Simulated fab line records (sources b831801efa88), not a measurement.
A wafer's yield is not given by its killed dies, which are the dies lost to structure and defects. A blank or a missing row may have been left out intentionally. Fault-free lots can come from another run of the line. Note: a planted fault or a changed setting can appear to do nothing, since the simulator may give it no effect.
Code-filled problem report in 8D (eight disciplines) form + flow sky130 + the parts of the form that need people (team, actions taken, sign-off) are left out

== 1. WHAT WENT WRONG ==
Mean of temp-c at SKY_FIELD_ISO_WET_ETCH_28: 41.95 C across 6 wafers in 2 lots; on wafers with no fault it is 25.02 C (standard deviation 0.099). That is +99 or more standard deviations from the usual mean.
The step: etches SiO2 in dHF, target depth 23.7 nm, time 47 s.
Earliest sighting: wafer L840.1 on wet-bench-01 at day 4 01:05. Wafers with a number at this step in the record: 42, from 14 lots. The rule behind "out" and "out of limits": a value lying over 4 standard deviations away from the usual mean. Any other wafer with a number is counted as sound.

== 2. WHAT IT IS, AND WHAT IT ISN'T ==
| question                    | is                         | is not                                                                                       |
|-----------------------------|----------------------------|----------------------------------------------------------------------------------------------|
| which readings at this step | temp-c, bath-heat-duty-pct | -                                                                                            |
| which lots                  | L840, L842                 | L833, L834, L835, L836, L837, L838, L839, L844, L847, L854, L855, L856                       |
| which wafers of those lots  | all that have a number     | -                                                                                            |
| read on which tools         | wet-bench-01               | wet-bench-03, wet-bench-04                                                                   |
| when                        | from day 4 01:05           | up to then (21 sound wafers); but 15 sound wafers of L844, L847, L854, L855, L856 came after |

== 3. WHAT RULES OUT EACH SUSPECT ==
Counting: a tool at any process step up to the reading remains a suspect when it ran all the lots that are out and ran no sound lot after the first of those.
- wet-bench-01 at SKY_FIELD_ISO_WET_ETCH_28 (etches SiO2 in dHF, target depth 23.7 nm, time 47 s): kept. All lots that are out passed through it, beginning with L840 at day 4 01:05, and no sound lot followed; its final sound lot before that point was L837 at day 3 12:07. On those wafers its own readings are out: bath-heat-duty-pct, temp-c.
Remaining after the count: wet-bench-01 at SKY_FIELD_ISO_WET_ETCH_28.

== 4. THE CAUSE (what the simulator had put in) ==
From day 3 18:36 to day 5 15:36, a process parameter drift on wet-bench-01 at SKY_FIELD_ISO_WET_ETCH_28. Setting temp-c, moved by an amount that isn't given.
After counting, this tool was the only one left.

== 5. THE CHAIN OF EFFECTS, in route order ==
Rows list readings where the struck wafers' mean (over those with a number) sits beyond 3 standard deviations from the usual. Readings are gone through only where the record gives a usual standard deviation; hours: the median, over the lots, of the time from a lot's start at the first step in this table giving one to that lot's start at this step; sigmas: the change measured in usual standard deviations.
| hours | step                      | reading            | usual   | on struck wafers | change | sigmas      |
|-------|---------------------------|--------------------|---------|------------------|--------|-------------|
| 0     | SKY_FIELD_ISO_WET_ETCH_28 | bath-heat-duty-pct | 6.7 %   | 35.2             | +28.5  | +34         |
| 0     | SKY_FIELD_ISO_WET_ETCH_28 | temp-c             | 25.02 C | 41.95            | +16.93 | +99 or more |
Here are the process steps it includes:
- SKY_FIELD_ISO_WET_ETCH_28: etches SiO2 in dHF, target depth 23.7 nm, time 47 s.
Later measuring or inspecting steps at which every struck wafer that the step has a row for has a number for every such reading, and none has moved that far: SKY_NWELL_THK_MEAS_02, SKY_SONOS_TUNNEL_OVL_MEAS_08, SKY_LDD_P_CD_MEAS_07.

== 6. WHAT WOULD HAVE CAUGHT IT SOONER ==
First out-of-limits reading in this record: day 4 01:05, which is 6 hours after fault onset at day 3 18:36.
